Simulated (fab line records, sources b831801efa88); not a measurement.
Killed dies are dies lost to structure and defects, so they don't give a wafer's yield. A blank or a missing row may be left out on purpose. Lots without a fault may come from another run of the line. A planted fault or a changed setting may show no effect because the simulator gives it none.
fab line records | flow sky130
record lots=5 wafers=15 last_day=50
route steps=708 shown LDD_N@253 LDD_P@255 LDD_HVN@267 LDD_HVP@278
lots that met no fault: from a run of the same line without faults
start_h: hours from the record's first day to the start of the lot's first wafer shown | wait_h: hours since the lot's step before | " the same as in the row above | L1.1+2: a row that stands for several wafers | - no value, or no start given | * or withheld: withheld | < > ~ a bound
route shown NAME@n: a module of which the file shows steps, and the number in the route of the first | usual: mean/standard deviation of fault-free wafers | same: alike in all rows | chamber/n: place in a boat | sites: the reading at each site | _std_site: their standard deviation | _edge_site: outer sites' mean less inner sites' | radius_mm: how far each site lies from the wafer's centre | mask NAME#n: copy n | behind: the tool/chamber that last shaped the wafer | hold: why the lot was held/for how many hours/how that ended | device: the transistor (n, p or np) that didn't switch | end of line: the same wafers' tests at the end of the route | a step without rows: its recipe alone | killed: dies lost to structure and defects at the first sort, not the wafer's yield | map: a wafer's dies, x killed, . not, _ none there
set.NAME: the setting as run; set.NAME@STEP: as run at that earlier step | model.NAME: the simulator's own value behind a step, which no gauge read
lots at some steps of the route; a table a step, a row a wafer
services: from which hour (start_h, from the record's first day; less than 0 if before it) a tool's chamber was out of use, for how many hours, and why
## steps
# step SKY_LDD_N_STRIP_16
# recipe chemistry=O2/N2 power_w=1400 pressure_mtorr=1500 platen_temp_c=withheld o2_flow_sccm=3000 n2_flow_sccm=300 overash_fraction=0.5
# usual drypump_motor_current_A=5.5/0.34 oes_product_au=0.406/0.0048 strip_time_to_endpoint_s=4.318/0.015
# columns lot.wafer tool chamber start_h wait_h drypump_motor_current_A oes_product_au rf_hours_counter_h strip_time_to_endpoint_s
L287.4 plasma_asher-02 0 430.87 0.1 6.0 0.407 - 4.334
L287.5 " 1 " " 5.3 0.403 - 4.339
L287.6 " 0 " " 6.0 0.413 - 4.311
L290.1 plasma_asher-02 0 450.30 0.1 6.0 0.404 2 4.335
L290.2 " 1 " " 5.4 0.407 2 4.324
L290.3 " 1 " " 5.4 0.413 - 4.334
L294.1 plasma_asher-03 1 487.52 0.1 5.7 0.403 36 4.328
L294.2 " 0 " " 5.6 0.401 36 4.311
L294.4 " 0 " " 5.6 0.400 - 4.309
L304.1 plasma_asher-02 1 570.69 0.1 5.4 0.405 14 4.306
L304.3 " 1 " " 5.3 0.407 - 4.314
L304.5 " 0 " " 6.0 0.397 - 4.340
L308.2 plasma_asher-03 0 603.39 0.1 5.6 0.411 47 4.334
L308.3 " 1 " " 5.7 0.410 - 4.322
L308.4 " 0 " " 5.6 0.403 - 4.300
# step SKY_LDD_N_TW_MEAS_17
# usual LDD_N_TW=2582/27
# columns lot.wafer tool chamber start_h wait_h LDD_N_TW
L287.4 film_metro-03 - 430.97 0.1 2559
L287.5 " - " " 2556
L287.6 " - " " 2552
L290.1 film_metro-03 - 450.40 0.1 2564
L290.2 " - " " 2555
L290.3 " - " " 2559
L294.1 film_metro-02 - 487.62 0.1 2608
L294.2 " - " " 2602
L294.4 " - " " 2613
L304.1 film_metro-04 - 570.79 0.1 2594
L304.3 " - " " 2601
L304.5 " - " " 2604
L308.2 film_metro-04 - 603.50 0.1 2580
L308.3 " - " " 2579
L308.4 " - " " 2593
# step SKY_LDD_P_DEHYDRATE_00
# recipe temp_c=200 time_s=60
# step SKY_LDD_P_HMDS_01
# recipe prime_time_s=60 prime_temp_c=120
# step SKY_LDD_P_COAT_02
# recipe resist=NOVOLAK spin_rpm=3000 resist_thk_nm=1140
# step SKY_LDD_P_SOFTBAKE_03
# recipe temp_c=90 time_s=60 resist=NOVOLAK
# step SKY_LDD_P_EXPOSE_04
# recipe mask_id=PSDM na=0.6 source_shape=conventional sigma_outer=0.6 polarization=unpolarized target_cd_nm=380 dose_mj=138
# step SKY_LDD_P_PEB_05
# recipe temp_c=withheld time_s=* resist=NOVOLAK
# step SKY_LDD_P_DEVELOP_06
# recipe resist=NOVOLAK developer=TMAH develop_time_s=60 dev_temp_c=23
# step SKY_LDD_P_CD_MEAS_07
# recipe target_cd_nm=380
# usual cd_nm=380.8/2.2
# columns lot.wafer tool chamber start_h wait_h cd_nm
L287.4 cd_sem-02 - 462.49 0.1 380.5
L287.5 " - " " 379.8
L287.6 " - " " 378.6
L290.1 cd_sem-02 - 481.10 0.1 379.1
L290.2 " - " " 381.5
L290.3 " - " " 382.0
L294.1 cd_sem-01 - 517.81 0.1 381.7
L294.2 " - " " 380.3
L294.4 " - " " 380.2
L304.1 cd_sem-02 - 600.07 0.1 380.8
L304.3 " - " " 383.6
L304.5 " - " " 381.8
L308.2 cd_sem-01 - 633.08 0.1 381.7
L308.3 " - " " 380.0
L308.4 " - " " 378.7
# step SKY_LDD_P_OVL_MEAS_08
# usual LDD_P_OVL=0.7/1.4
# columns lot.wafer tool chamber start_h wait_h LDD_P_OVL[nm]
L287.4 overlay-02 - 462.57 0.1 -1.8
L287.5 " - " " -1.4
L287.6 " - " " -0.5
L290.1 overlay-01 - 481.22 0.1 0.3
L290.2 " - " " 0.8
L290.3 " - " " -0.4
L294.1 overlay-02 - 517.93 0.1 1.8
L294.2 " - " " 1.4
L294.4 " - " " 2.0
L304.1 overlay-01 - 600.19 0.1 0.3
L304.3 " - " " 2.0
L304.5 " - " " -0.2
L308.2 overlay-02 - 633.19 0.1 4.4
L308.3 " - " " 1.7
L308.4 " - " " 3.4
# step SKY_LDD_P_IMPLANT_09
# recipe species=BF2 energy_kev=25 dose_cm2=1e+13 tilt_deg=withheld
# step SKY_LDD_P_STRIP_10
# recipe chemistry=O2/N2 power_w=1400 pressure_mtorr=1500 platen_temp_c=withheld o2_flow_sccm=3000 n2_flow_sccm=300 overash_fraction=0.5
# usual drypump_motor_current_A=5.35/0.28 oes_product_au=0.715/0.0046 strip_time_to_endpoint_s=14.17/0.038
# columns lot.wafer tool chamber start_h wait_h drypump_motor_current_A oes_product_au rf_hours_counter_h strip_time_to_endpoint_s model.NOVOLAK_of_LDD_P_COAT_02.thk_nm
L287.4 plasma_asher-04 1 462.77 0.1 5.39 0.713 - 14.16 0
L287.5 " 1 " " 5.40 0.715 - 14.18 0
L287.6 " 0 " " 5.12 0.717 - 14.18 0
L290.1 plasma_asher-01 1 481.41 0.1 4.86 0.710 67 14.19 0
L290.2 " 0 " " 5.42 0.712 67 14.22 0
L290.3 " 0 " " 5.43 0.720 - 14.21 0
L294.1 plasma_asher-01 0 518.12 0.1 5.43 0.716 71 14.13 0
L294.2 " 1 " " 4.86 0.717 71 14.14 0
L294.4 " 0 " " 5.44 0.717 - 14.14 0
L304.1 plasma_asher-04 0 600.38 0.1 5.08 0.924 91 - 550.9
L304.3 " 0 " " 5.10 0.914 - - 550.1
L304.5 " 0 " " 5.10 0.935 - - 550.3
L308.2 plasma_asher-03 1 633.37 0.1 5.69 0.709 50 14.23 0
L308.3 " 1 " " 5.73 0.716 - 14.22 0
L308.4 " 0 " " 5.59 0.708 - 14.18 0
# step SKY_LDD_P_TW_MEAS_11
# usual LDD_P_TW=639.9/2.8
# columns lot.wafer tool chamber start_h wait_h LDD_P_TW
L287.4 film_metro-04 - 462.87 0.1 639.9
L287.5 " - " " 642.1
L287.6 " - " " 644.0
L290.1 film_metro-01 - 481.51 0.1 635.9
L290.2 " - " " 635.2
L290.3 " - " " 639.3
L294.1 film_metro-01 - 518.22 0.1 636.4
L294.2 " - " " 634.6
L294.4 " - " " 640.0
L304.1 film_metro-01 - 600.48 0.1 639.6
L304.3 " - " " 640.5
L304.5 " - " " 641.5
L308.2 film_metro-04 - 633.48 0.1 641.6
L308.3 " - " " 639.2
L308.4 " - " " 636.3
# step SKY_LDD_HVN_DEHYDRATE_00
# recipe temp_c=200 time_s=60
# step SKY_LDD_HVN_HMDS_01
# recipe prime_time_s=60 prime_temp_c=120
# step SKY_LDD_HVN_COAT_02
# recipe resist=NOVOLAK spin_rpm=3000 resist_thk_nm=300
# step SKY_LDD_HVN_SOFTBAKE_03
# recipe temp_c=90 time_s=60 resist=NOVOLAK
# step SKY_LDD_HVN_EXPOSE_04
# recipe mask_id=HVNTM na=0.6 source_shape=conventional sigma_outer=0.6 polarization=unpolarized target_cd_nm=700 dose_mj=127
# step SKY_LDD_HVN_PEB_05
# recipe temp_c=withheld time_s=* resist=NOVOLAK
# step SKY_LDD_HVN_DEVELOP_06
# recipe resist=NOVOLAK developer=TMAH develop_time_s=60 dev_temp_c=23
# step SKY_LDD_HVN_OVL_MEAS_07
# usual LDD_HVN_OVL=-0.7/1.5
# columns lot.wafer tool chamber start_h wait_h LDD_HVN_OVL[nm]
L287.4 overlay-02 - 493.63 0.1 -1.9
L287.5 " - " " 1.4
L287.6 " - " " -1.2
L290.1 overlay-01 - 512.50 0.1 3.4
L290.2 " - " " 2.7
L290.3 " - " " 2.6
L294.1 overlay-02 - 547.25 0.1 1.3
L294.2 " - " " -1.0
L294.4 " - " " -1.7
L304.1 overlay-02 - 629.40 0.1 -2.2
L304.3 " - " " -1.7
L304.5 " - " " -3.1
L308.2 overlay-01 - 661.86 0.1 -2.4
L308.3 " - " " -1.0
L308.4 " - " " -1.8
# step SKY_LDD_HVN_IMPLANT_08
# recipe species=P energy_kev=60 dose_cm2=3e+13 tilt_deg=40
# step SKY_LDD_HVN_STRIP_09
# recipe chemistry=O2/N2 power_w=1400 pressure_mtorr=1500 platen_temp_c=withheld o2_flow_sccm=3000 n2_flow_sccm=300 overash_fraction=0.5
# usual drypump_motor_current_A=5.55/0.26 oes_product_au=0.409/0.0044 strip_time_to_endpoint_s=4.136/0.013
# columns lot.wafer tool chamber start_h wait_h drypump_motor_current_A oes_product_au rf_hours_counter_h strip_time_to_endpoint_s
L287.4 plasma_asher-04 1 493.83 0.1 5.37 0.408 - 4.133
L287.5 " 1 " " 5.37 0.409 - 4.161
L287.6 " 0 " " 5.08 0.407 - 4.140
L290.1 plasma_asher-03 0 512.69 0.1 5.59 0.408 38 4.121
L290.2 " 1 " " 5.73 0.415 38 4.161
L290.3 " 1 " " 5.71 0.413 - 4.134
L294.1 plasma_asher-03 1 547.44 0.1 5.69 0.406 42 4.134
L294.2 " 0 " " 5.59 0.416 42 4.110
L294.4 " 1 " " 5.71 0.409 - 4.138
L304.1 plasma_asher-03 1 629.59 0.1 5.72 0.720 50 12.842
L304.3 " 1 " " 5.70 0.718 - 12.840
L304.5 " 1 " " 5.74 0.719 - 12.846
L308.2 plasma_asher-04 0 662.04 0.1 5.09 0.409 96 4.155
L308.3 " 0 " " 5.10 0.413 - 4.136
L308.4 " 1 " " 5.37 0.413 - 4.136
# step SKY_LDD_HVN_TW_MEAS_10
# usual LDD_HVN_TW=1436/12
# columns lot.wafer tool chamber start_h wait_h LDD_HVN_TW
L287.4 film_metro-04 - 493.93 0.1 1449
L287.5 " - " " 1440
L287.6 " - " " 1452
L290.1 film_metro-01 - 512.79 0.1 1440
L290.2 " - " " 1453
L290.3 " - " " 1443
L294.1 film_metro-01 - 547.57 0.1 1430
L294.2 " - " " 1426
L294.4 " - " " 1432
L304.1 film_metro-03 - 629.69 0.1 30
L304.3 " - " " 29
L304.5 " - " " 30
L308.2 film_metro-04 - 662.15 0.1 1439
L308.3 " - " " 1441
L308.4 " - " " 1448
# step SKY_LDD_HVP_DEHYDRATE_00
# recipe temp_c=200 time_s=60
## services
# columns tool chamber start_h hours kind
plasma_asher-01 - 408.61 0.6 repair
plasma_asher-02 - 421.25 9.0 pm
plasma_asher-02 0 421.25 9.0 vent_cycle
plasma_asher-02 1 421.25 9.0 vent_cycle
plasma_asher-02 0 430.25 - clean
plasma_asher-02 1 430.25 - clean
plasma_asher-04 - 542.33 2.8 pm
plasma_asher-01 - 598.80 4.2 repair
plasma_asher-01 - 629.78 0.9 repair
## key
first_sign step=SKY_LDD_P_STRIP_10 reading=oes_product_au direction=up sigmas=46 usual=0.715 struck=0.924
effect step=SKY_LDD_HVN_STRIP_09 reading=strip_time_to_endpoint_s direction=up sigmas=99+ usual=* struck=*
effect step=SKY_LDD_HVN_TW_MEAS_10 reading=LDD_HVN_TW direction=down sigmas=99+ usual=1436 struck=30
model_effect step=SKY_LDD_P_STRIP_10 value=NOVOLAK_of_LDD_P_COAT_02.thk_nm without=0 struck=550.4
met_at SKY_LDD_P_STRIP_10
struck_wafers L304.1,L304.3,L304.5
sort_left_out L304.1,L304.3,L304.5
tester_left_out L304
onset_between 462.77 600.38
fault kind=strip_aborted tool=plasma_asher-04 chamber=- onset_h=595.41 steps=SKY_LDD_P_STRIP_10 offset=0.73209 end_h=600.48
# tester_left_out: of these lots the tester's yield and bins aren't shown, on N5 and GAA mostly nor the transistor test; their killed dies are dies lost to structure and defects alone, not to doping, threshold or leakage, so they don't give the yield
# sort_left_out: the simulated sort isn't trusted on such a fault, so these wafers' sort isn't shown, and their yield isn't known
